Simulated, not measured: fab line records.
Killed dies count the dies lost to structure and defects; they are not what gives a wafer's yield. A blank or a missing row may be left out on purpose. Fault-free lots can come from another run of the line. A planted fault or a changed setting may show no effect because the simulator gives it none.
Which of the tools did it?    flow sky130    24 lots with 72 wafers sampled at 6 steps, on a route of 708 steps

## WHAT THE GAUGES SHOWED, per wafer
SKY_LI_CONTACT_RS_MEAS_22: measures by four-point-probe.
lot   measured      on             LI_CONTACT_W_RS (ohm/sq)
L075  day 29 21:52  film-metro-03  0.2876 0.2898 0.2883
L074  day 30 00:01  film-metro-01  0.2897 0.2928 0.2909
L076  day 30 10:13  film-metro-02  0.2903 0.2900 0.2844
L077  day 30 13:49  film-metro-03  0.2865 0.2882 0.2846
L078  day 30 23:49  film-metro-02  0.2836 0.2829 0.2823
L079  day 31 03:40  film-metro-01  0.2848 0.2832 0.2862
L080  day 31 13:22  film-metro-02  0.2836 0.2869 0.2853
L081  day 31 16:44  film-metro-01  0.2851 0.2833 0.2881
L082  day 32 01:25  film-metro-02  0.2859 0.2883 0.2863
L083  day 32 09:07  film-metro-02  0.2840 0.2839 0.2852
L084  day 32 13:02  film-metro-03  0.2879 0.2885 0.2866
L085  day 33 00:50  film-metro-02  0.2868 0.2889 0.2894
L086  day 33 07:40  film-metro-02  0.2848 0.2872 0.2842
L087  day 33 13:58  film-metro-02  0.2891 0.2891 0.2851
L088  day 34 03:47  film-metro-02  0.2842 0.2862 0.2867
L089  day 34 05:35  film-metro-01  0.2900 0.2888 0.2890
L090  day 34 22:19  film-metro-01  0.2855 0.2825 0.2879
L091  day 35 03:40  film-metro-01  0.2860 0.2865 0.2884
L093  day 35 04:49  film-metro-01  0.2836 0.2855 0.2854
L092  day 35 08:31  film-metro-01  0.2816 0.2812 0.2814
L094  day 35 14:55  film-metro-02  0.2831 0.2819 0.2830
L095  day 36 06:50  film-metro-03  0.2854 0.2850 0.2885
L096  day 36 14:23  film-metro-03  0.2885 0.2936 0.2913
L097  day 37 01:25  film-metro-03  0.2834 0.2868 0.2861

SKY_VIA1_RS_MEAS_22: measures by four-point-probe.
lot   measured      on             VIA1_W_RS (ohm/sq)
L075  day 34 15:51  film-metro-02  0.418 0.423 0.424
L074  day 34 19:17  film-metro-02  0.428 0.427 0.429
L076  day 35 05:16  film-metro-01  0.428 0.423 0.429
L077  day 35 09:23  film-metro-02  0.422 0.423 0.425
L078  day 35 17:43  film-metro-03  0.428 0.425 0.423
L079  day 35 20:41  film-metro-01  0.427 0.433 0.428
L080  day 36 07:49  film-metro-03  0.422 0.429 0.427
L081  day 36 09:56  film-metro-01  0.429 0.425 0.428
L082  day 36 18:15  film-metro-02  0.426 0.429 0.427
L083  day 37 00:38  film-metro-03  0.425 0.430 0.428
L084  day 37 07:16  film-metro-01  0.426 0.425 0.430
L085  day 37 16:59  film-metro-02  0.434 0.431 0.426
L086  day 37 22:43  film-metro-01  0.424 0.428 0.426
L087  day 38 05:39  film-metro-02  0.424 0.426 0.426
L088  day 38 17:23  film-metro-03  0.427 0.431 0.420
L089  day 38 20:34  film-metro-03  0.422 0.423 0.428
L090  day 39 11:10  film-metro-02  0.425 0.434 0.434
L091  day 39 15:30  film-metro-01  0.429 0.434 0.430
L093  day 39 18:37  film-metro-03  0.427 0.429 0.430
L092  day 39 21:38  film-metro-02  0.419 0.424 0.421
L094  day 40 02:43  film-metro-01  0.429 0.424 0.427
L095  day 40 18:39  film-metro-01  0.429 0.432 0.435
L096  day 41 02:48  film-metro-03  0.433 0.429 0.425
L097  day 41 12:22  film-metro-03  0.438 0.424 0.425

SKY_METAL2_OVL_MEAS_16.
lot   measured      on          METAL2_OVL (nm)
L075  day 35 19:04  overlay-01  -7 -3 -3
L074  day 35 22:39  overlay-01  1 0 6
L076  day 36 08:38  overlay-01  -2 0 -1
L077  day 36 12:50  overlay-01  -2 8 -4
L078  day 36 20:23  overlay-02  -7 -1 -9
L079  day 36 22:45  overlay-02  9 7 0
L080  day 37 10:47  overlay-01  0 1 0
L081  day 37 12:34  overlay-02  -1 -3 2
L082  day 37 20:43  overlay-01  1 0 6
L083  day 38 03:11  overlay-01  5 -6 0
L084  day 38 09:09  overlay-01  4 1 12
L085  day 38 19:32  overlay-01  -1 6 1
L086  day 39 00:17  overlay-02  2 5 0
L087  day 39 07:51  overlay-01  -7 0 -8
L088  day 39 18:53  overlay-02  4 -2 6
L089  day 39 22:34  overlay-01  -5 6 -1
L090  day 40 12:05  overlay-02  4 14 4
L091  day 40 16:35  overlay-01  -14 -7 -14
L093  day 40 20:14  overlay-01  -4 1 1
L092  day 40 22:41  overlay-01  1 -7 0
L094  day 41 04:05  overlay-02  2 5 1
L095  day 41 19:23  overlay-02  -1 -8 2
L096  day 42 03:38  overlay-01  -9 -8 0
L097  day 42 12:57  overlay-02  5 1 9

## TOOL THAT RAN EACH LOT (tool first, then ch and the chambers of the sampled wafers, then the start)
lot   SKY_LI_CONTACT_SPUTTER_19     SKY_CONTACT_SPUTTER_23        SKY_METAL2_SPUTTER_01
L075  pvd-sputter-02, day 29 21:33  pvd-sputter-04, day 32 07:53  pvd-sputter-03, day 34 16:17
L074  pvd-sputter-04, day 29 23:44  pvd-sputter-04, day 32 10:48  pvd-sputter-03, day 34 19:46
L076  pvd-sputter-01, day 30 09:58  pvd-sputter-03, day 32 20:50  pvd-sputter-01, day 35 05:46
L077  pvd-sputter-01, day 30 13:34  pvd-sputter-04, day 33 00:30  pvd-sputter-02, day 35 09:53
L078  pvd-sputter-01, day 30 23:33  pvd-sputter-04, day 33 09:33  pvd-sputter-02, day 35 18:13
L079  pvd-sputter-04, day 31 03:23  pvd-sputter-02, day 33 12:02  pvd-sputter-03, day 35 21:10
L080  pvd-sputter-04, day 31 13:07  pvd-sputter-04, day 33 23:30  pvd-sputter-02, day 36 08:20
L081  pvd-sputter-04, day 31 16:25  pvd-sputter-03, day 34 01:21  pvd-sputter-01, day 36 10:22
L082  pvd-sputter-04, day 32 01:06  pvd-sputter-02, day 34 10:51  pvd-sputter-01, day 36 18:41
L083  pvd-sputter-04, day 32 08:51  pvd-sputter-02, day 34 17:06  pvd-sputter-03, day 37 01:08
L084  pvd-sputter-04, day 32 12:44  pvd-sputter-04, day 34 23:00  pvd-sputter-03, day 37 07:44
L085  pvd-sputter-02, day 33 00:34  pvd-sputter-04, day 35 09:12  pvd-sputter-03, day 37 17:29
L086  pvd-sputter-01, day 33 07:25  pvd-sputter-03, day 35 16:00  pvd-sputter-02, day 37 23:13
L087  pvd-sputter-04, day 33 13:40  pvd-sputter-02, day 35 21:57  pvd-sputter-03, day 38 06:07
L088  pvd-sputter-01, day 34 03:30  pvd-sputter-02, day 36 10:25  pvd-sputter-03, day 38 17:52
L089  pvd-sputter-01, day 34 05:16  pvd-sputter-04, day 36 13:29  pvd-sputter-03, day 38 21:10
L090  pvd-sputter-02, day 34 22:03  pvd-sputter-03, day 37 05:28  pvd-sputter-02, day 39 11:40
L091  pvd-sputter-04, day 35 03:24  pvd-sputter-02, day 37 10:05  pvd-sputter-02, day 39 16:00
L093  pvd-sputter-02, day 35 04:33  pvd-sputter-03, day 37 12:19  pvd-sputter-02, day 39 19:07
L092  pvd-sputter-02, day 35 08:15  pvd-sputter-03, day 37 15:51  pvd-sputter-02, day 39 22:09
L094  pvd-sputter-04, day 35 14:40  pvd-sputter-02, day 37 21:06  pvd-sputter-01, day 40 03:13
L095  pvd-sputter-02, day 36 06:34  pvd-sputter-04, day 38 13:47  pvd-sputter-01, day 40 19:10
L096  pvd-sputter-02, day 36 14:07  pvd-sputter-04, day 38 21:50  pvd-sputter-03, day 41 03:19
L097  pvd-sputter-04, day 37 01:07  pvd-sputter-04, day 39 08:20  pvd-sputter-01, day 41 12:49
- SKY_LI_CONTACT_SPUTTER_19: material Ti, target thk 20 nm, time 106.37 s.
- SKY_CONTACT_SPUTTER_23: material TiN, target thk 20 nm, time 80 s.
- SKY_METAL2_SPUTTER_01: material TiN, target thk 20 nm, time 16.7 s.

## WHAT THE TOOLS THEMSELVES READ (means of the sampled wafers that have a number; where no wafer has one, the mark that the record gives instead)
SKY_LI_CONTACT_SPUTTER_19.
lot   tool            cathode-dc-power-W (W)  throttle-valve-pct (%)
L075  pvd-sputter-02  2500.5                  30.2
L074  pvd-sputter-04  2500.1                  29.7
L076  pvd-sputter-01  2499.7                  30.4
L077  pvd-sputter-01  2500.3                  30.2
L078  pvd-sputter-01  2500.1                  30.6
L079  pvd-sputter-04  2500.6                  29.5
L080  pvd-sputter-04  2500.0                  30.3
L081  pvd-sputter-04  2500.2                  30.1
L082  pvd-sputter-04  2499.7                  30.3
L083  pvd-sputter-04  2499.8                  30.3
L084  pvd-sputter-04  2500.0                  29.8
L085  pvd-sputter-02  2500.0                  30.3
L086  pvd-sputter-01  2500.3                  30.3
L087  pvd-sputter-04  2499.6                  30.5
L088  pvd-sputter-01  2499.8                  30.5
L089  pvd-sputter-01  2500.2                  30.6
L090  pvd-sputter-02  2499.9                  30.0
L091  pvd-sputter-04  2500.3                  29.8
L093  pvd-sputter-02  2500.2                  29.8
L092  pvd-sputter-02  2500.1                  30.2
L094  pvd-sputter-04  2500.3                  30.3
L095  pvd-sputter-02  2499.4                  30.6
L096  pvd-sputter-02  2499.8                  29.8
L097  pvd-sputter-04  2500.3                  30.5

SKY_CONTACT_SPUTTER_23.
lot   tool            cathode-dc-power-W (W)  throttle-valve-pct (%)
L075  pvd-sputter-04  4000.1                  30.3
L074  pvd-sputter-04  4000.0                  30.4
L076  pvd-sputter-03  4000.0                  30.3
L077  pvd-sputter-04  3999.7                  29.7
L078  pvd-sputter-04  4000.0                  30.2
L079  pvd-sputter-02  3999.8                  30.4
L080  pvd-sputter-04  3999.8                  29.8
L081  pvd-sputter-03  3999.6                  30.3
L082  pvd-sputter-02  3999.8                  29.4
L083  pvd-sputter-02  4000.2                  30.1
L084  pvd-sputter-04  4001.1                  30.9
L085  pvd-sputter-04  4000.0                  30.0
L086  pvd-sputter-03  4000.0                  30.1
L087  pvd-sputter-02  4000.4                  30.8
L088  pvd-sputter-02  3999.3                  29.4
L089  pvd-sputter-04  4000.8                  30.6
L090  pvd-sputter-03  4000.0                  29.9
L091  pvd-sputter-02  3999.3                  29.6
L093  pvd-sputter-03  3999.9                  30.2
L092  pvd-sputter-03  3999.9                  30.4
L094  pvd-sputter-02  4000.0                  30.2
L095  pvd-sputter-04  3999.9                  30.3
L096  pvd-sputter-04  3999.9                  30.3
L097  pvd-sputter-04  3999.6                  31.3

SKY_METAL2_SPUTTER_01.
lot   tool            cathode-dc-power-W (W)  throttle-valve-pct (%)
L075  pvd-sputter-03  6499.2                  30.2
L074  pvd-sputter-03  6500.7                  30.2
L076  pvd-sputter-01  6500.6                  30.3
L077  pvd-sputter-02  6498.8                  29.9
L078  pvd-sputter-02  6500.2                  30.1
L079  pvd-sputter-03  6499.7                  30.3
L080  pvd-sputter-02  6500.0                  30.2
L081  pvd-sputter-01  6500.7                  30.7
L082  pvd-sputter-01  6500.3                  30.4
L083  pvd-sputter-03  6500.1                  29.8
L084  pvd-sputter-03  6501.0                  30.1
L085  pvd-sputter-03  6499.5                  30.3
L086  pvd-sputter-02  6500.1                  29.9
L087  pvd-sputter-03  6498.4                  30.3
L088  pvd-sputter-03  6502.1                  30.2
L089  pvd-sputter-03  6500.3                  30.4
L090  pvd-sputter-02  6499.7                  30.7
L091  pvd-sputter-02  6498.9                  29.3
L093  pvd-sputter-02  6499.6                  29.2
L092  pvd-sputter-02  6500.9                  30.1
L094  pvd-sputter-01  6500.0                  30.6
L095  pvd-sputter-01  6500.8                  30.3
L096  pvd-sputter-03  6500.0                  30.1
L097  pvd-sputter-01  6500.3                  30.4

## THE ANSWER, worked out from the rows above alone
Rule: usual is defined by the lots themselves. Put in order of their means at a reading, lots are off if they are a third of the lots or fewer, leave a main group of 4 or more, and stand apart from it by a gap of 3 or more times the standard deviation of the main group's means; of several such gaps the widest counts. Not used: any main group whose means are identical at the precision the tables above print for the reading. A lot without any number at a reading at which 4 lots or more have one is off too. The other lots that the step has rows for count as sound. The gauges are gone through in route order, then the tools' own readings, and for those a lot's mean is taken as printed above. The first step at which some lot is off is used, and at that step the reading that is off furthest; a lot without a number counts as furthest.
Across all readings shown, no lot is off: no conclusion can be drawn from this.

## WHAT HAD BEEN PUT IN BY THE SIMULATOR
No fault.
